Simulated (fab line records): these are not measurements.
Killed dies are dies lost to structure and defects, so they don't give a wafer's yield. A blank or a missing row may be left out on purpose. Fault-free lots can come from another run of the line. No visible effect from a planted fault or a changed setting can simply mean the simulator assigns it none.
fab line records	flow sky130
[record] lots = 24	wafers = 72	last_day = 50
route steps=708 shown LI_CONTACT@376 CONTACT@420 VIA1@479 METAL2@485 CAPM@551
lots with no fault: from the same line, run without faults
start_h: hours from the record's opening day to when the first of the lot's shown wafers began	wait_h: hours from the lot's prior step to this one	" identical to the entry in the row above	L1.1+2: one row covering several wafers at once	- value missing, or start not given	* or withheld: withheld	< > ~ a bound
route shown NAME@n: names a module that has steps shown in the file, with the first one's number in the route	usual: average and standard deviation across the fault-free wafers	same: alike in all rows	chamber/n: place in a boat	sites: per-site readings	_std_site: the values' standard deviation	_edge_site: outer sites' mean less inner sites'	radius_mm: how far each site lies from the wafer's centre	mask NAME#n: copy n	behind: tool/chamber where the wafer was last shaped	hold: why the lot went on hold/how many hours it stayed there/how the hold came to an end	device: which transistor (n, p or np) failed to switch	end of line: the route-end tests of the same wafers	step lacking rows: just its recipe	killed: at the first sort, the dies lost to defects and structure; wafer yield is something else	map: a wafer's dies, marking killed ones x, the rest . and places with no die _
set.NAME: the setting as run; set.NAME@STEP: as run at that earlier step	model.NAME: the simulator's own value behind a step, which no gauge read
route steps across a sampled set of lots; one table per step, one row per wafer
services: the hour from which a tool's chamber was out of use, counted from the record's first day as start_h (under 0 if before that day), plus the number of hours and why
[[steps]]
[step SKY_LI_CONTACT_ETCH_14]
[recipe] chemistry = N2/H2	target = BARC	ion_energy_ev = 200	source_w = 500	bias_w = 100	pressure_mtorr = 30	n2_flow_sccm = 100	h2_flow_sccm = 200	stop_on = SiO2	time_s = 45.9	target_depth_a = 600
[usual] drypump_motor_current_A = 5.8/0.43	oes_product_au = 0.864/0.0051	throttle_valve_pct = 13.226/0.0085
lot.wafer	tool	chamber	start_h	wait_h	drypump_motor_current_A	oes_product_au	rf_hours_counter_h	throttle_valve_pct
L074.2	rie_diel-04	3	669.24	0.0	5.8	0.861	51	13.220
L074.3	"	2	"	"	6.5	0.866	8	13.233
L074.6	"	1	"	"	6.2	0.868	-	13.234
L075.1	rie_diel-02	3	682.09	0.0	5.5	0.859	53	13.224
L075.3	"	0	"	"	5.8	0.856	21	13.227
L075.4	"	1	"	"	6.0	0.858	18	13.207
L076.2	rie_diel-04	2	683.19	0.0	6.5	0.864	9	13.224
L076.3	"	3	"	"	5.9	0.859	51	13.224
L076.6	"	2	"	"	6.5	0.858	-	13.232
L077.3	rie_diel-01	0	696.84	0.0	4.9	0.872	0	13.235
L077.4	"	3	"	"	5.4	0.863	-	13.226
L077.6	"	2	"	"	5.8	0.851	-	13.222
L078.1	rie_diel-02	0	703.16	0.0	5.8	0.870	21	13.223
L078.4	"	2	"	"	5.5	0.860	-	13.213
L078.5	"	2	"	"	5.5	0.867	-	13.228
L079.1	rie_diel-01	1	728.19	0.0	6.2	0.863	0	13.230
L079.2	"	0	"	"	4.9	0.865	1	13.221
L079.4	"	2	"	"	5.8	0.849	10	13.219
L080.1	rie_diel-02	2	729.25	0.0	5.5	0.859	7	13.228
L080.4	"	1	"	"	6.0	0.866	-	13.222
L080.5	"	2	"	"	5.5	0.867	-	13.225
L082.2	rie_diel-04	2	758.49	0.0	6.5	0.867	11	13.232
L082.4	"	0	"	"	6.2	0.861	11	13.247
L082.6	"	3	"	"	5.8	0.870	-	13.250
L081.1	rie_diel-02	2	760.39	0.0	5.5	0.862	8	13.222
L081.4	"	1	"	"	6.0	0.870	-	13.231
L081.5	"	2	"	"	5.5	0.868	-	13.211
L084.3	rie_diel-01	0	761.29	0.0	4.9	0.860	1	13.222
L084.4	"	0	"	"	4.9	0.863	-	13.229
L084.5	"	3	"	"	5.4	0.862	-	13.235
L083.2	rie_diel-04	3	761.84	0.0	5.8	0.859	1	13.227
L083.4	"	1	"	"	6.2	0.866	3	13.233
L083.5	"	2	"	"	6.5	0.865	-	13.230
L085.1	rie_diel-04	3	766.64	0.0	5.9	0.861	1	13.235
L085.2	"	1	"	"	6.2	0.862	3	13.235
L085.6	"	2	"	"	6.5	0.863	-	13.215
L086.1	rie_diel-01	2	774.74	0.0	5.9	0.862	11	13.232
L086.2	"	0	"	"	4.8	0.854	2	13.237
L086.6	"	3	"	"	5.4	0.867	-	13.211
L087.1	rie_diel-02	2	779.39	0.0	5.5	0.866	9	13.234
L087.2	"	1	"	"	6.0	0.864	21	13.221
L087.6	"	1	"	"	6.0	0.866	-	13.225
L088.1	rie_diel-02	1	785.09	0.0	6.0	0.869	22	13.221
L088.3	"	0	"	"	5.8	0.866	25	13.223
L088.6	"	3	"	"	5.5	0.866	-	13.223
L089.3	rie_diel-01	3	790.44	0.0	5.4	0.866	2	13.220
L089.4	"	0	"	"	4.9	0.871	2	13.224
L089.6	"	2	"	"	5.8	0.854	-	13.233
L090.2	rie_diel-04	2	791.24	0.0	6.5	0.864	12	13.225
L090.3	"	3	"	"	5.8	0.867	2	13.222
L090.6	"	2	"	"	6.5	0.865	-	13.231
L091.1	rie_diel-04	2	809.69	0.0	6.5	0.853	13	13.220
L091.2	"	0	"	"	6.3	0.854	13	13.233
L091.4	"	1	"	"	6.2	0.861	4	13.232
L092.1	rie_diel-02	2	811.14	0.0	5.5	0.871	10	13.209
L092.3	"	0	"	"	5.8	0.868	26	13.225
L092.5	"	1	"	"	6.0	0.866	-	13.225
L093.2	rie_diel-02	0	820.39	0.0	5.8	0.859	26	13.229
L093.3	"	2	"	"	5.4	0.864	11	13.228
L093.5	"	2	"	"	5.4	0.865	-	13.219
L094.1	rie_diel-01	3	833.14	0.0	5.5	0.868	3	13.232
L094.2	"	1	"	"	6.2	0.862	2	13.223
L094.6	"	0	"	"	4.9	0.862	-	13.220
L095.2	rie_diel-04	2	834.24	0.0	6.5	0.866	13	13.235
L095.3	"	3	"	"	5.9	0.862	3	13.241
L095.6	"	3	"	"	5.9	0.870	-	13.234
L096.2	rie_diel-02	2	836.69	0.0	5.5	0.868	11	13.225
L096.4	"	1	"	"	6.0	0.867	23	13.236
L096.5	"	3	"	"	5.5	0.880	-	13.221
L097.2	rie_diel-02	3	848.54	0.0	5.5	0.861	2	13.225
L097.3	"	0	"	"	5.8	0.868	27	13.227
L097.4	"	1	"	"	6.0	0.859	24	13.216
[step SKY_CONTACT_CD_MEAS_14]
[recipe] target_cd_nm = 170
[usual] cd_nm = 170.0/1.6
lot.wafer	tool	chamber	start_h	wait_h	cd_nm
L074.2	cd_sem-02	-	730.35	-	167.2
L074.3	"	-	"	"	168.5
L074.6	"	-	"	"	167.9
L075.1	cd_sem-02	-	737.48	-	165.2
L075.3	"	-	"	"	166.1
L075.4	"	-	"	"	165.5
L076.2	cd_sem-01	-	738.10	-	169.1
L076.3	"	-	"	"	169.0
L076.6	"	-	"	"	168.1
L077.3	cd_sem-01	-	758.57	-	168.7
L077.4	"	-	"	"	168.2
L077.6	"	-	"	"	169.2
L078.1	cd_sem-02	-	760.33	-	169.1
L078.4	"	-	"	"	168.9
L078.5	"	-	"	"	170.7
L079.1	cd_sem-01	-	782.58	-	168.7
L079.2	"	-	"	"	168.3
L079.4	"	-	"	"	168.6
L080.1	cd_sem-01	-	784.53	-	169.8
L080.4	"	-	"	"	170.0
L080.5	"	-	"	"	170.3
L082.2	cd_sem-02	-	813.85	-	170.1
L082.4	"	-	"	"	170.7
L082.6	"	-	"	"	172.6
L081.1	cd_sem-01	-	816.08	-	170.7
L081.4	"	-	"	"	170.6
L081.5	"	-	"	"	170.1
L084.3	cd_sem-01	-	816.62	-	171.3
L084.4	"	-	"	"	171.6
L084.5	"	-	"	"	171.1
L083.2	cd_sem-02	-	817.60	-	171.5
L083.4	"	-	"	"	170.7
L083.5	"	-	"	"	171.3
L085.1	cd_sem-01	-	822.88	-	171.3
L085.2	"	-	"	"	172.7
L085.6	"	-	"	"	173.0
L086.1	cd_sem-01	-	830.33	-	170.1
L086.2	"	-	"	"	169.2
L086.6	"	-	"	"	169.9
L087.1	cd_sem-01	-	833.98	-	171.5
L087.2	"	-	"	"	170.9
L087.6	"	-	"	"	170.9
L088.1	cd_sem-01	-	839.83	-	171.3
L088.3	"	-	"	"	171.3
L088.6	"	-	"	"	171.0
L089.3	cd_sem-02	-	846.02	-	170.2
L089.4	"	-	"	"	170.5
L089.6	"	-	"	"	169.8
L090.2	cd_sem-02	-	846.70	-	172.7
L090.3	"	-	"	"	171.2
L090.6	"	-	"	"	172.3
L091.1	cd_sem-02	-	863.93	-	172.3
L091.2	"	-	"	"	171.7
L091.4	"	-	"	"	170.4
L092.1	cd_sem-01	-	865.18	-	171.9
L092.3	"	-	"	"	171.4
L092.5	"	-	"	"	169.9
L093.2	cd_sem-01	-	874.65	-	167.2
L093.3	"	-	"	"	167.4
L093.5	"	-	"	"	167.7
L094.1	cd_sem-02	-	886.13	-	169.0
L094.2	"	-	"	"	169.1
L094.6	"	-	"	"	169.2
L095.2	cd_sem-02	-	887.85	-	169.9
L095.3	"	-	"	"	170.3
L095.6	"	-	"	"	169.2
L096.2	cd_sem-01	-	891.20	-	170.4
L096.4	"	-	"	"	170.6
L096.5	"	-	"	"	171.2
L097.2	cd_sem-02	-	903.25	-	170.0
L097.3	"	-	"	"	170.5
L097.4	"	-	"	"	169.9
[step SKY_CONTACT_RS_MEAS_25]
[recipe] thk_meas_gauge = four-point-probe	reads = W_of_CONTACT_CVD_24+TiN_of_CONTACT_SPUTTER_23
[usual] CONTACT_W_RS = 0.338/0.0048
lot.wafer	tool	chamber	start_h	wait_h	CONTACT_W_RS[ohm/sq]
L074.2	film_metro-02	-	731.49	0.1	0.334
L074.3	"	-	"	"	0.338
L074.6	"	-	"	"	0.341
L075.1	film_metro-02	-	738.57	0.1	0.336
L075.3	"	-	"	"	0.331
L075.4	"	-	"	"	0.343
L076.2	film_metro-02	-	739.18	0.1	0.344
L076.3	"	-	"	"	0.342
L076.6	"	-	"	"	0.341
L077.3	film_metro-02	-	759.72	0.1	0.339
L077.4	"	-	"	"	0.332
L077.6	"	-	"	"	0.335
L078.1	film_metro-02	-	761.43	0.1	0.337
L078.4	"	-	"	"	0.338
L078.5	"	-	"	"	0.331
L079.1	film_metro-03	-	783.65	0.1	0.330
L079.2	"	-	"	"	0.335
L079.4	"	-	"	"	0.338
L080.1	film_metro-03	-	785.60	0.1	0.341
L080.4	"	-	"	"	0.344
L080.5	"	-	"	"	0.339
L082.2	film_metro-02	-	814.92	0.1	0.342
L082.4	"	-	"	"	0.339
L082.6	"	-	"	"	0.336
L081.1	film_metro-01	-	817.13	0.1	0.341
L081.4	"	-	"	"	0.343
L081.5	"	-	"	"	0.338
L084.3	film_metro-01	-	817.68	0.1	0.346
L084.4	"	-	"	"	0.339
L084.5	"	-	"	"	0.338
L083.2	film_metro-03	-	818.69	0.1	0.341
L083.4	"	-	"	"	0.345
L083.5	"	-	"	"	0.340
L085.1	film_metro-01	-	823.94	0.1	0.328
L085.2	"	-	"	"	0.335
L085.6	"	-	"	"	0.339
L086.1	film_metro-02	-	831.38	0.1	0.337
L086.2	"	-	"	"	0.331
L086.6	"	-	"	"	0.332
L087.1	film_metro-03	-	835.07	0.1	0.344
L087.2	"	-	"	"	0.338
L087.6	"	-	"	"	0.338
L088.1	film_metro-03	-	840.98	0.1	0.335
L088.3	"	-	"	"	0.333
L088.6	"	-	"	"	0.340
L089.3	film_metro-01	-	847.07	0.1	0.346
L089.4	"	-	"	"	0.344
L089.6	"	-	"	"	0.346
L090.2	film_metro-01	-	847.75	0.1	0.341
L090.3	"	-	"	"	0.346
L090.6	"	-	"	"	0.343
L091.1	film_metro-01	-	864.98	0.1	0.328
L091.2	"	-	"	"	0.333
L091.4	"	-	"	"	0.328
L092.1	film_metro-01	-	866.23	0.1	0.340
L092.3	"	-	"	"	0.344
L092.5	"	-	"	"	0.346
L093.2	film_metro-01	-	875.70	0.1	0.340
L093.3	"	-	"	"	0.339
L093.5	"	-	"	"	0.336
L094.1	film_metro-01	-	887.24	0.1	0.336
L094.2	"	-	"	"	0.344
L094.6	"	-	"	"	0.341
L095.2	film_metro-01	-	889.38	0.1	0.341
L095.3	"	-	"	"	0.341
L095.6	"	-	"	"	0.343
L096.2	film_metro-02	-	892.27	0.1	0.345
L096.4	"	-	"	"	0.335
L096.5	"	-	"	"	0.337
L097.2	film_metro-01	-	904.42	0.1	0.340
L097.3	"	-	"	"	0.341
L097.4	"	-	"	"	0.344
[step SKY_VIA1_CVD_21]
[recipe] material = W	target_thk_nm = 270	time_s = 80.902	temp_c = 400	pressure_torr = 40
[usual] heater_power_w = 843/46
lot.wafer	tool	chamber	start_h	wait_h	heater_power_w
L074.2	cvd_w-02	1	788.69	0.0	837
L074.3	"	1	"	"	867
L074.6	"	0	"	"	823
L075.1	cvd_w-01	1	794.77	0.0	792
L075.3	"	1	"	"	784
L075.4	"	0	"	"	927
L076.2	cvd_w-02	0	795.09	0.0	812
L076.3	"	0	"	"	809
L076.6	"	1	"	"	850
L077.3	cvd_w-01	0	814.86	0.1	916
L077.4	"	1	"	"	811
L077.6	"	0	"	"	949
L078.1	cvd_w-02	0	817.68	0.0	812
L078.4	"	0	"	"	821
L078.5	"	1	"	"	849
L079.1	cvd_w-02	1	838.93	0.0	856
L079.2	"	0	"	"	838
L079.4	"	1	"	"	838
L080.1	cvd_w-02	0	840.78	0.0	819
L080.4	"	0	"	"	811
L080.5	"	0	"	"	820
L082.2	cvd_w-02	1	869.97	0.0	854
L082.4	"	1	"	"	848
L082.6	"	1	"	"	835
L081.1	cvd_w-02	1	872.33	0.0	848
L081.4	"	1	"	"	849
L081.5	"	0	"	"	814
L084.3	cvd_w-02	0	873.31	0.1	837
L084.4	"	1	"	"	871
L084.5	"	1	"	"	855
L083.2	cvd_w-01	0	873.63	0.0	931
L083.4	"	0	"	"	934
L083.5	"	1	"	"	816
L085.1	cvd_w-01	1	878.88	0.0	788
L085.2	"	0	"	"	919
L085.6	"	1	"	"	803
L086.1	cvd_w-01	1	886.74	0.0	806
L086.2	"	0	"	"	928
L086.6	"	1	"	"	813
L087.1	cvd_w-02	1	889.71	0.0	835
L087.2	"	0	"	"	822
L087.6	"	1	"	"	844
L088.1	cvd_w-02	0	896.21	0.0	797
L088.3	"	0	"	"	836
L088.6	"	0	"	"	810
L089.3	cvd_w-01	0	902.26	0.1	914
L089.4	"	1	"	"	806
L089.6	"	1	"	"	775
L090.2	cvd_w-02	0	902.52	0.0	833
L090.3	"	1	"	"	842
L090.6	"	0	"	"	823
L091.1	cvd_w-01	0	919.43	0.0	910
L091.2	"	1	"	"	808
L091.4	"	1	"	"	790
L092.1	cvd_w-01	1	920.57	0.0	806
L092.3	"	1	"	"	802
L092.5	"	1	"	"	789
L093.2	cvd_w-02	1	929.18	0.0	850
L093.3	"	0	"	"	814
L093.5	"	1	"	"	839
L094.1	cvd_w-02	0	940.46	0.0	791
L094.2	"	1	"	"	829
L094.6	"	1	"	"	833
L095.2	cvd_w-01	1	941.06	0.0	814
L095.3	"	0	"	"	932
L095.6	"	1	"	"	805
L096.2	cvd_w-02	0	944.03	0.0	808
L096.4	"	1	"	"	848
L096.5	"	0	"	"	797
L097.2	cvd_w-02	1	956.04	0.0	853
L097.3	"	0	"	"	798
L097.4	"	1	"	"	846
[step SKY_METAL2_SPUTTER_02]
[recipe] material = AlCu	target_thk_nm = 250	power_w = 10600	time_s = 13.3	chamber_pressure_pa = 0.4
[usual] throttle_valve_pct = 30.5/1.1
lot.wafer	tool	chamber	start_h	wait_h	throttle_valve_pct
L074.2	pvd_sputter-04	-	789.31	0.0	31.6
L074.3	"	-	"	"	30.2
L074.6	"	-	"	"	30.1
L075.1	pvd_sputter-03	-	795.39	0.0	30.5
L075.3	"	-	"	"	31.2
L075.4	"	-	"	"	31.4
L076.2	pvd_sputter-02	-	795.71	0.0	30.7
L076.3	"	-	"	"	30.6
L076.6	"	-	"	"	30.5
L077.3	pvd_sputter-02	-	815.65	0.0	30.4
L077.4	"	-	"	"	31.6
L077.6	"	-	"	"	30.5
L078.1	pvd_sputter-04	-	818.34	0.0	30.4
L078.4	"	-	"	"	29.8
L078.5	"	-	"	"	31.8
L079.1	pvd_sputter-03	-	839.56	0.0	31.4
L079.2	"	-	"	"	31.7
L079.4	"	-	"	"	30.6
L080.1	pvd_sputter-03	-	841.40	0.0	31.0
L080.4	"	-	"	"	30.5
L080.5	"	-	"	"	27.7
L082.2	pvd_sputter-02	-	870.59	0.0	30.2
L082.4	"	-	"	"	30.6
L082.6	"	-	"	"	30.1
L081.1	pvd_sputter-03	-	872.96	0.0	31.8
L081.4	"	-	"	"	31.2
L081.5	"	-	"	"	31.0
L084.3	pvd_sputter-03	-	873.90	0.0	31.2
L084.4	"	-	"	"	31.8
L084.5	"	-	"	"	27.9
L083.2	pvd_sputter-02	-	874.25	0.0	31.6
L083.4	"	-	"	"	30.4
L083.5	"	-	"	"	30.4
L085.1	pvd_sputter-03	-	880.24	0.0	28.0
L085.2	"	-	"	"	31.9
L085.6	"	-	"	"	31.1
L086.1	pvd_sputter-02	-	887.36	0.0	30.6
L086.2	"	-	"	"	30.6
L086.6	"	-	"	"	29.9
L087.1	pvd_sputter-04	-	890.33	0.0	30.7
L087.2	"	-	"	"	30.1
L087.6	"	-	"	"	30.3
L088.1	pvd_sputter-04	-	896.83	0.0	30.1
L088.3	"	-	"	"	30.4
L088.6	"	-	"	"	31.8
L089.3	pvd_sputter-03	-	902.85	0.0	31.2
L089.4	"	-	"	"	32.1
L089.6	"	-	"	"	31.7
L090.2	pvd_sputter-04	-	903.14	0.0	30.6
L090.3	"	-	"	"	30.1
L090.6	"	-	"	"	30.4
L091.1	pvd_sputter-04	-	920.05	0.0	31.6
L091.2	"	-	"	"	29.9
L091.4	"	-	"	"	30.2
L092.1	pvd_sputter-04	-	921.34	0.0	30.1
L092.3	"	-	"	"	30.1
L092.5	"	-	"	"	30.1
L093.2	pvd_sputter-03	-	929.80	0.0	30.6
L093.3	"	-	"	"	27.9
L093.5	"	-	"	"	30.6
L094.1	pvd_sputter-03	-	941.08	0.0	30.5
L094.2	"	-	"	"	28.1
L094.6	"	-	"	"	30.7
L095.2	pvd_sputter-02	-	941.68	0.0	31.6
L095.3	"	-	"	"	30.3
L095.6	"	-	"	"	30.7
L096.2	pvd_sputter-02	-	944.65	0.0	30.7
L096.4	"	-	"	"	31.9
L096.5	"	-	"	"	30.5
L097.2	pvd_sputter-04	-	956.66	0.0	30.3
L097.3	"	-	"	"	31.6
L097.4	"	-	"	"	30.5
[step SKY_CAPM_STRIP_14]
[recipe] chemistry = O2/N2	power_w = 1400	pressure_mtorr = 1500	platen_temp_c = withheld	o2_flow_sccm = 3000	n2_flow_sccm = 300	overash_fraction = 0.5
[usual] drypump_motor_current_A = 5.7/0.62	oes_product_au = 0.710/0.0043	strip_time_to_endpoint_s = 12.65/0.048
lot.wafer	tool	chamber	start_h	wait_h	drypump_motor_current_A	oes_product_au	rf_hours_counter_h	strip_time_to_endpoint_s
L074.2	plasma_asher-03	1	871.85	0.1	5.5	0.707	46	12.71
L074.3	"	0	"	"	5.8	0.712	-	12.70
L074.6	"	0	"	"	5.8	0.706	-	12.71
L075.1	plasma_asher-04	1	876.25	0.1	4.7	0.700	10	12.66
L075.3	"	1	"	"	4.7	0.719	-	12.66
L075.4	"	0	"	"	6.7	0.719	-	12.68
L076.2	plasma_asher-03	0	878.39	0.1	5.8	0.701	47	12.64
L076.3	"	0	"	"	5.8	0.698	-	12.61
L076.6	"	1	"	"	5.5	0.709	-	12.65
L077.3	plasma_asher-01	1	897.18	0.1	6.2	0.712	-	12.65
L077.4	"	0	"	"	5.2	0.706	-	12.66
L077.6	"	1	"	"	6.2	0.713	-	12.64
L078.1	plasma_asher-03	0	899.30	0.1	5.8	0.719	49	12.62
L078.4	"	0	"	"	5.8	0.706	-	12.63
L078.5	"	0	"	"	5.8	0.710	-	12.63
L079.1	plasma_asher-04	0	919.58	0.1	6.7	0.707	14	12.65
L079.2	"	1	"	"	4.7	0.710	14	12.62
L079.4	"	0	"	"	6.7	0.710	-	12.66
L080.1	plasma_asher-04	0	921.45	0.1	6.7	0.708	14	12.51
L080.4	"	1	"	"	4.7	0.713	-	12.56
L080.5	"	1	"	"	4.7	0.717	-	12.55
L082.2	plasma_asher-01	0	949.68	0.1	5.3	0.704	81	12.72
L082.4	"	0	"	"	5.3	0.709	-	12.70
L082.6	"	0	"	"	5.2	0.709	-	12.72
L081.1	plasma_asher-01	0	951.50	0.1	5.2	0.711	81	12.54
L081.4	"	0	"	"	5.2	0.710	-	12.64
L081.5	"	1	"	"	6.2	0.707	-	12.53
L084.3	plasma_asher-01	1	951.91	0.1	6.2	0.702	-	12.70
L084.4	"	0	"	"	5.2	0.712	-	12.68
L084.5	"	0	"	"	5.2	0.712	-	12.73
L083.2	plasma_asher-03	1	952.10	0.1	5.5	0.719	54	12.59
L083.4	"	0	"	"	5.8	0.709	-	12.62
L083.5	"	0	"	"	5.8	0.709	-	12.64
L085.1	plasma_asher-03	0	958.05	0.1	5.8	0.708	55	12.59
L085.2	"	1	"	"	5.5	0.709	55	12.60
L085.6	"	0	"	"	5.8	0.713	-	12.64
L086.1	plasma_asher-01	1	964.30	0.1	6.2	0.707	83	12.64
L086.2	"	0	"	"	5.3	0.710	83	12.61
L086.6	"	1	"	"	6.2	0.714	-	12.60
L087.1	plasma_asher-04	0	966.80	0.1	6.7	0.708	19	12.71
L087.2	"	1	"	"	4.7	0.707	19	12.70
L087.6	"	0	"	"	6.7	0.714	-	12.59
L088.1	plasma_asher-01	0	973.00	0.1	5.2	0.711	83	12.73
L088.3	"	1	"	"	6.2	0.717	-	12.63
L088.6	"	0	"	"	5.2	0.715	-	12.70
L089.3	plasma_asher-04	0	978.76	0.1	6.7	0.708	-	12.65
L089.4	"	1	"	"	4.7	0.712	-	12.64
L089.6	"	0	"	"	6.7	0.708	-	12.68
L090.2	plasma_asher-01	0	979.95	0.1	5.2	0.715	84	12.71
L090.3	"	0	"	"	5.2	0.704	-	12.70
L090.6	"	0	"	"	5.2	0.712	-	12.65
L091.1	plasma_asher-03	1	994.80	0.1	5.5	0.707	58	12.73
L091.2	"	0	"	"	5.8	0.713	58	12.68
L091.4	"	0	"	"	5.8	0.709	-	12.69
L092.1	plasma_asher-03	1	996.20	0.1	5.5	0.707	58	12.56
L092.3	"	1	"	"	5.5	0.708	-	12.60
L092.5	"	0	"	"	5.8	0.708	-	12.63
L093.2	plasma_asher-04	1	1005.35	0.1	4.7	0.710	23	12.67
L093.3	"	1	"	"	4.7	0.708	-	12.65
L093.5	"	0	"	"	6.7	0.705	-	12.65
L094.1	plasma_asher-04	1	1014.35	0.1	4.7	0.709	24	12.66
L094.2	"	0	"	"	6.7	0.701	24	12.66
L094.6	"	1	"	"	4.7	0.713	-	12.67
L095.2	plasma_asher-01	0	1016.55	0.1	5.2	0.713	88	12.66
L095.3	"	0	"	"	5.3	0.714	-	12.69
L095.6	"	1	"	"	6.1	0.710	-	12.68
L096.2	plasma_asher-01	0	1018.25	0.1	5.2	0.706	88	12.61
L096.4	"	0	"	"	5.2	0.713	-	12.60
L096.5	"	1	"	"	6.2	0.705	-	12.66
L097.2	plasma_asher-03	1	1030.55	0.1	5.4	0.711	62	12.66
L097.3	"	0	"	"	5.8	0.707	-	12.65
L097.4	"	1	"	"	5.5	0.707	-	12.61
[[services]]
tool	chamber	start_h	hours	kind
plasma_asher-01	-	667.50	5.7	repair
cvd_w-02	0	671.64	14.7	repair
cvd_w-01	-	686.10	1.5	repair
rie_diel-02	1	692.01	12.0	repair
rie_diel-02	3	701.85	50.4	repair
rie_diel-02	1	710.34	8.5	repair
cvd_w-01	-	763.48	0.3	repair
cvd_w-01	-	768.82	0.5	repair
rie_diel-02	3	786.52	13.1	repair
plasma_asher-01	-	800.76	2.8	pm
pvd_sputter-03	-	815.80	15.5	repair
rie_diel-02	-	834.57	1.9	repair
cvd_w-01	-	835.79	6.0	pm
rie_diel-02	-	837.47	0.1	repair
cvd_w-02	-	842.05	6.0	pm
pvd_sputter-03	-	885.09	1.0	repair
cvd_w-02	-	904.00	14.0	pm
pvd_sputter-03	-	917.18	5.9	repair
cvd_w-02	-	918.00	6.9	pm
rie_diel-02	-	926.42	2.4	repair
pvd_sputter-03	-	950.78	5.2	repair
cvd_w-01	1	985.76	8.8	repair
cvd_w-01	-	1017.31	12.2	repair
rie_diel-02	-	1021.77	14.6	pm
[[key]]
fault none
